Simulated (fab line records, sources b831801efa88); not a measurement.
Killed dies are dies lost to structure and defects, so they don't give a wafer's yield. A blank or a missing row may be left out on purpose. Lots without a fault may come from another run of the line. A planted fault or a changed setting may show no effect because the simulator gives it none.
A struck lot beside a sound one | flow sky130 | 17 steps out of a route of 708
Sound: wafers L366.1, L366.3, L366.6. Struck: wafers L372.1, L372.6. (L372.5 of the same lot was not struck and is left out.) The cause comes at the end.
At each step with rows: each side's tool, then ch and its chambers, then its first start. Under that, the readings that differ: sound wafers | struck wafers | difference of the means | sigmas: that difference in standard deviations of wafers without a fault.
alike: readings whose means differ by less than 2 such deviations, and words and numbers that are the same on both sides. not compared: withheld readings, readings that some wafer has no value for, bounds like >300 that may hide the same value, and numbers for which the record gives no deviation and whose values overlap.
The two part at a step that has a row with sigmas, a row that says differs or no value, or rows on one side only. Numbers that don't overlap but have no deviation are shown without sigmas and don't part them. A reading that every wafer of one side lacks parts them only if that side has two wafers or more.

first, 3 steps without rows for these wafers: SKY_LI_CONTACT_EXPOSE_09 (exposes mask LICM1, target cd 170 nm); SKY_LI_CONTACT_PEB_10; SKY_LI_CONTACT_DEVELOP_11 (develop time 60 s).
SKY_LI_CONTACT_CD_MEAS_12: target cd 170 nm.
  sound on cd_sem-02, day 28 22:00; struck on cd_sem-02, day 31 18:39
  alike: cd_nm
SKY_LI_CONTACT_OVL_MEAS_13:
  sound on overlay-02, day 28 22:07; struck on overlay-01, day 31 18:46
  alike: LI_CONTACT_OVL
SKY_LI_CONTACT_ETCH_14: etches BARC in N2/H2, stops on SiO2, time 45.9 s, target depth 60 nm.
  sound on rie_diel-02 ch 0,1, day 28 22:10; struck on rie_diel-02 ch 1,3, day 31 18:49
  reading    | sound               | struck       | difference | sigmas
  bias_w (W) | 99.93 100.74 100.84 | 100.03 99.74 | -0.62      | -2
  alike: chamber_pressure_mTorr, drypump_motor_current_A, oes_product_au, throttle_valve_pct
  not compared: rf_hours_counter_h
then, 1 step without rows for these wafers: SKY_LI_CONTACT_ETCH_15 (etches PSG in C4F8/O2/Ar, stops on Si, target depth 600 nm).
SKY_LI_CONTACT_STRIP_16: strips in O2/N2.
  sound on plasma_asher-01 ch 0, day 28 22:17; struck on plasma_asher-02 ch 0, day 31 18:56
  alike: chamber_pressure_mTorr, drypump_motor_current_A, oes_product_au, strip_time_to_endpoint_s
  not compared: rf_hours_counter_h
then, 2 steps without rows for these wafers: SKY_LI_CONTACT_CLEAN_17 (cleans in NMP, time 600 s); SKY_LI_CONTACT_PRE_CLEAN_18 (time 5.6 s).
SKY_LI_CONTACT_SPUTTER_19: material Ti, target thk 20 nm, time 106.37 s.
  sound on pvd_sputter-04, day 28 22:35; struck on pvd_sputter-03, day 31 19:14
  alike: throttle_valve_pct
SKY_LI_CONTACT_SPUTTER_20: material TiN, target thk 20 nm, time 80 s.
  sound on pvd_sputter-04, day 28 22:39; struck on pvd_sputter-03, day 31 19:18
  alike: throttle_valve_pct
SKY_LI_CONTACT_CVD_21: deposits W, target thk 400 nm, time 120.56 s.
  sound on cvd_w-02 ch 1, day 28 22:43; struck on cvd_w-01 ch 1, day 31 19:22
  reading                                  | sound             | struck      | difference | sigmas
  model.W_of_LI_CONTACT_CVD_21.thk_nm (nm) | 402.7 400.5 401.8 | 417.3 414.7 | +14.3      |
  alike: chamber_pressure_Torr, heater_power_w
SKY_LI_CONTACT_RS_MEAS_22: measures by four-point-probe.
  sound on film_metro-04, day 28 22:50; struck on film_metro-04, day 31 19:29
  reading                  | sound                | struck        | difference | sigmas
  LI_CONTACT_W_RS (ohm/sq) | 0.2827 0.2839 0.2835 | 0.2730 0.2745 | -0.0096    | -4
SKY_LI_CONTACT_THK_MEAS_23: measures by xrf.
  sound on film_metro-04, day 28 22:58; struck on film_metro-04, day 31 19:37
  reading               | sound       | struck  | difference | sigmas
  LI_CONTACT_W_THK (nm) | 423 419 419 | 442 438 | +20        | +3
SKY_LI_CONTACT_CMP_24: polishes, stops on PSG, t overpolish 20 s, target thk 0 nm.
  sound on cmp-02 ch 0,1, day 28 23:01; struck on cmp-01 ch 0, day 31 19:40
  alike: edge_zone_pressure_frac, motor_current_A, overpolish_run_s, time_to_endpoint_s
-- the record jumps here: 16 days lie between the struck wafers' starts before and after (it left off in module LI_CONTACT and takes up again in module PAD_OPEN, whose first step shown is number 708 of the route) --
SKY_PAD_OPEN_PROBE_99:
  sound on prober-01, day 45 22:15; struck on prober-02, day 47 16:29
  alike: killed_at_M0_to_M3, killed_at_M4_up, killed_at_contacts, killed_at_front_end, killed_at_other, killed_dies, killed_on_rim, killed_open, killed_short

WHERE THEY PART
First at SKY_LI_CONTACT_ETCH_14; last, within this record, at SKY_LI_CONTACT_THK_MEAS_23. Later steps at which nothing parts them and some readings are alike: SKY_LI_CONTACT_CMP_24, SKY_PAD_OPEN_PROBE_99.

WHY: what the simulator had put in
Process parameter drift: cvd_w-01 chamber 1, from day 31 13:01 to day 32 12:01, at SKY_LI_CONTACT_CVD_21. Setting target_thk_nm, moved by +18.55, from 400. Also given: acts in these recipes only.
